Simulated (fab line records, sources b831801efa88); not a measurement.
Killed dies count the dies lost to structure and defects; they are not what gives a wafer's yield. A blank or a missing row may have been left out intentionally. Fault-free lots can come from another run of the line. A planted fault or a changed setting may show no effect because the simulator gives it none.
A struck lot beside a sound one -- flow gf180mcu -- 43 steps out of a route of 602
Sound: the wafers L443.2, L443.5, L443.6. Struck: wafer L450.1 (left out: L450.2, L450.6 of the same lot, which were not struck); the cause appears at the end.
Each step with rows lists, per side, the tool, then ch with its chambers, then its first start. Under that, the readings that differ: sound wafers -- struck wafers -- difference of the means -- sigmas: that difference in standard deviations of wafers without a fault.
alike: readings with means less than 2 such deviations apart, plus words and numbers identical on both sides. not compared: withheld readings, readings lacking a value on some wafer, bounds such as >300 that could conceal the same value, and numbers that have no deviation in the record and whose values overlap.
Wherever a step has rows on one side only, a row that says differs or no value, or a row with sigmas, the two part there. Numbers that have no deviation but don't overlap get no sigmas and don't part them. A reading missing from all wafers of one side parts the sides only when that side holds two or more wafers.

first, 3 steps without rows for these wafers: GF_V4_STRIP_18 (strips in O2/N2); GF_V4_STRIP_19 (strips in post etch residue remover, time 1200 s); GF_V4_CLEAN_20 (cleans in DIW).
GF_V4_SPUTTER_21: material Ti, target thk 15 nm, time 80.02 s.
  sound on pvd sputter-04, day 24 22:59; struck on pvd sputter-04, day 27 03:36
  alike: cathode dc power W, throttle valve pct
GF_V4_SPUTTER_22: material TiN, target thk 10 nm, time 40 s.
  sound on pvd sputter-04, day 24 23:02; struck on pvd sputter-04, day 27 03:40
  alike: cathode dc power W, throttle valve pct
then, 1 step without rows for these wafers: GF_V4_CVD_23 (deposits W, target thk 350 nm, time 104.9 s).
GF_V4_RS_MEAS_24: a four-point-probe measurement.
  sound on film metro-04, day 24 23:20; struck on film metro-03, day 27 03:49
  alike: V4_W_RS
GF_V4_THK_MEAS_25: measures by xrf.
  sound on film metro-04, day 24 23:26; struck on film metro-03, day 27 03:56
  alike: V4_W_THK
then, 2 steps without rows for these wafers: GF_V4_CMP_26 (polishes, stops on SiO2, t overpolish 15 s, target thk 0 nm); GF_MIM_SPUTTER_00 (material Ti, target thk 37.5 nm, time 150 s).
GF_MIM_SPUTTER_01: material TiN, target thk 30 nm, time 25 s.
  sound on pvd sputter-03, day 24 23:53; struck on pvd sputter-01, day 27 04:23
  alike: cathode dc power W, throttle valve pct
then, 1 step without rows for these wafers: GF_MIM_SPUTTER_02 (material AlCu, target thk 450 nm, time 23.9 s).
GF_MIM_SPUTTER_03: material Ti, target thk 10 nm, time 6.7 s.
  sound on pvd sputter-03, day 24 23:57; struck on pvd sputter-01, day 27 04:27
  alike: cathode dc power W, throttle valve pct
then, 1 step without rows for these wafers: GF_MIM_SPUTTER_04 (material TiN, target thk 50 nm, time 41.7 s).
GF_MIM_CVD_05: deposits Si3N4, target thk 42 nm, time 29.086 s.
  sound on pecvd-04 ch 0,1,2, day 25 00:01; struck on pecvd-04 ch 0, day 27 04:31
  alike: heater power w
GF_MIM_THK_MEAS_06:
  sound on film metro-01, day 25 00:03; struck on film metro-04, day 27 04:33
  alike: MIM_CVD_05_THK
then, 3 steps without rows for these wafers: GF_MIM_SPUTTER_07 (material TiN, target thk 60 nm, time 50 s); GF_MIM_SPUTTER_08 (material AlCu, target thk 200 nm, time 10.6 s); GF_MIM_SPUTTER_09 (material TiN, target thk 35 nm, time 29.2 s).
GF_MIM_RS_MEAS_10: a four-point-probe measurement.
  sound on film metro-02, day 25 00:13; struck on film metro-01, day 27 04:43
  alike: MIM_ALCU_RS
GF_MIM_THK_MEAS_11: measures by xrf.
  sound on film metro-02, day 25 00:20; struck on film metro-01, day 27 04:50
  alike: MIM_ALCU_THK
then, 7 steps without rows for these wafers: GF_MIM_DEHYDRATE_12 (time 60 s); GF_MIM_HMDS_13 (prime time 60 s); GF_MIM_COAT_14 (resist thk 1000 nm); GF_MIM_SOFTBAKE_15 (time 60 s); GF_MIM_EXPOSE_16 (exposes mask FuseTop, target cd 2000 nm); GF_MIM_PEB_17; GF_MIM_DEVELOP_18 (develop time 60 s).
GF_MIM_METAL_ETCH_19: etches the open film in Cl2/BCl3, stops on Si3N4, target depth 324.5 nm, time 54.1 s.
  sound on rie metal-04 ch 0,1, day 25 21:20; struck on rie metal-01 ch 0, day 28 00:47
reading,sound,struck,difference,sigmas
drypump motor current A (A),5.60 5.64 5.10,5.98,+0.53,+2
  alike: bcl3 flow sccm, oes product au, throttle valve pct
  not compared: rf hours counter h
then, 10 steps without rows for these wafers: GF_MIM_STRIP_20 (strips in O2/N2); GF_MIM_STRIP_21 (strips in post etch residue remover, time 1200 s); GF_MIM_CLEAN_22 (cleans in DIW); GF_M5_DEHYDRATE_00 (time 60 s); GF_M5_HMDS_01 (prime time 60 s); GF_M5_COAT_02 (resist thk 1000 nm); GF_M5_SOFTBAKE_03 (time 60 s); GF_M5_EXPOSE_04 (exposes mask Metal5, target cd 280 nm); GF_M5_PEB_05 (peb time 90 s); GF_M5_DEVELOP_06 (develop time 60 s).
GF_M5_CD_MEAS_07: target cd 280 nm.
  sound on cd sem-02, day 26 19:09; struck on cd sem-02, day 28 20:20
  alike: cd nm
GF_M5_OVL_MEAS_08:
  sound on overlay-01, day 26 19:15; struck on overlay-01, day 28 20:27
  alike: M5_OVL
then, 1 step without rows for these wafers: GF_M5_ETCH_09 (etches Si3N4 in CF4/O2, target depth 52 nm, time 11.6 s).
-- the record jumps here: 3 days lie between the struck wafers' starts before and after (it left off in module M5 and takes up again in module PASSIVATION, whose first step shown is number 602 of the route) --
GF_PASSIVATION_PROBE_99:
  only the struck wafers here have rows in the record (prober-02, day 31 08:55); the sound ones have none

## WHERE THEY PART
At GF_MIM_METAL_ETCH_19 first; at GF_PASSIVATION_PROBE_99 last (within this record only).

WHY: what had been put in by the simulator
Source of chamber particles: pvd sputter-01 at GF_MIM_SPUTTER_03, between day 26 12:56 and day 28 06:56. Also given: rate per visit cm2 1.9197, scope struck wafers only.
